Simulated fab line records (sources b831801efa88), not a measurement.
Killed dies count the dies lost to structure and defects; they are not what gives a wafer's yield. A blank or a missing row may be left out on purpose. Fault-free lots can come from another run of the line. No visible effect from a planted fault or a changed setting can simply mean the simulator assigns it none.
8D (eight disciplines) problem report, filled in by code :: flow sky130 :: the parts of the form that need people (team, actions taken, sign-off) are left out

1. WHAT WENT WRONG
Wafers free of any fault read 3.99 nm (standard deviation 0.079) for POLY_GATE_OXIDATION_THK at SKY_POLY_GATE_THK_MEAS_21, against a mean of 4.60 nm on 9 wafers of 3 lots. Relative to the usual mean, that is a shift of +7.7 standard deviations.
Seen first at day 20 01:29 on film_metro-04, wafer L403.1. The record holds 39 wafers of 13 lots with a number at this step. The rule behind "out" and "out of limits": a value lying over 4 standard deviations away from the usual mean. All remaining wafers that have a number are taken as sound.

2. WHAT IT IS, WHAT IT ISN'T
question: which readings at this step
is: POLY_GATE_OXIDATION_THK
is not: -

question: which lots
is: L403, L404, L406
is not: L394, L396, L397, L399, L400, L402, L405, L415, L416, L417

question: which wafers of those lots
is: all that have a number
is not: -

question: read on which gauges
is: film_metro-04
is not: film_metro-01, film_metro-02

question: when
is: from day 20 01:29
is not: up to then (18 sound wafers); but 12 sound wafers of L405, L415, L416, L417 came after

3. SUSPECTS, AND WHAT RULES EACH OUT
Counting: a tool stays on the suspect list if, at a process step up to the reading, it processed all lots that are out and no sound lot following the first of them.
- the gauge at SKY_POLY_GATE_THK_MEAS_21: kept. All the wafers that are out were read on film_metro-04, and no step on other tools shows them out.
- furnace-02 at SKY_POLY_GATE_OXIDATION_20 (stabilise 600 s, purge 300 s, target thk 4 nm): ruled out as a lasting fault. After its first lot that is out, L403 (day 20 00:14), sound lots L417 ran on it.
Remaining after the count: film_metro-04 at SKY_POLY_GATE_THK_MEAS_21.

4. THE CAUSE (what the simulator had put in)
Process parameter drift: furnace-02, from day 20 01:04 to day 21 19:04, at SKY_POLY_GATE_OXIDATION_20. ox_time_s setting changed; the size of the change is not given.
It was ruled out by counting, in error; the rule expects a fault to strike all lots run on its tool from its start on, and this fault did not.

5. SEQUENCE OF EFFECTS, ordered by route
Each row: a reading whose mean over the struck wafers that have a number lies more than 3 standard deviations from the usual. Only readings for which the record gives a usual standard deviation are gone through. hours: the time from each lot's start at the first step in this table that gives one to its start at this step, as a median over the lots. sigmas: the change in usual standard deviations.
hours: 0
step: SKY_POLY_GATE_THK_MEAS_21
reading: POLY_GATE_OXIDATION_THK
usual: 3.99 nm
on struck wafers: 4.60
change: +0.61
sigmas: +7.7
At these later measuring or inspecting steps, every struck wafer for which the step has a row has a number for every such reading, and none has moved that far: SKY_LDD_N_OVL_MEAS_07, SKY_LDD_HVN_TW_MEAS_10, SKY_SD_P_TW_MEAS_11.

6. WHAT WOULD HAVE CAUGHT IT SOONER
The first out-of-limits reading at a measuring or inspecting step in this record came at day 20 01:29, 0 hours after the fault's start at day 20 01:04.
Tool readings at SKY_POLY_GATE_OXIDATION_20 with a usual standard deviation given in the record: none out on any struck wafer, hence no alarm at a limit of 4 standard deviations on them.
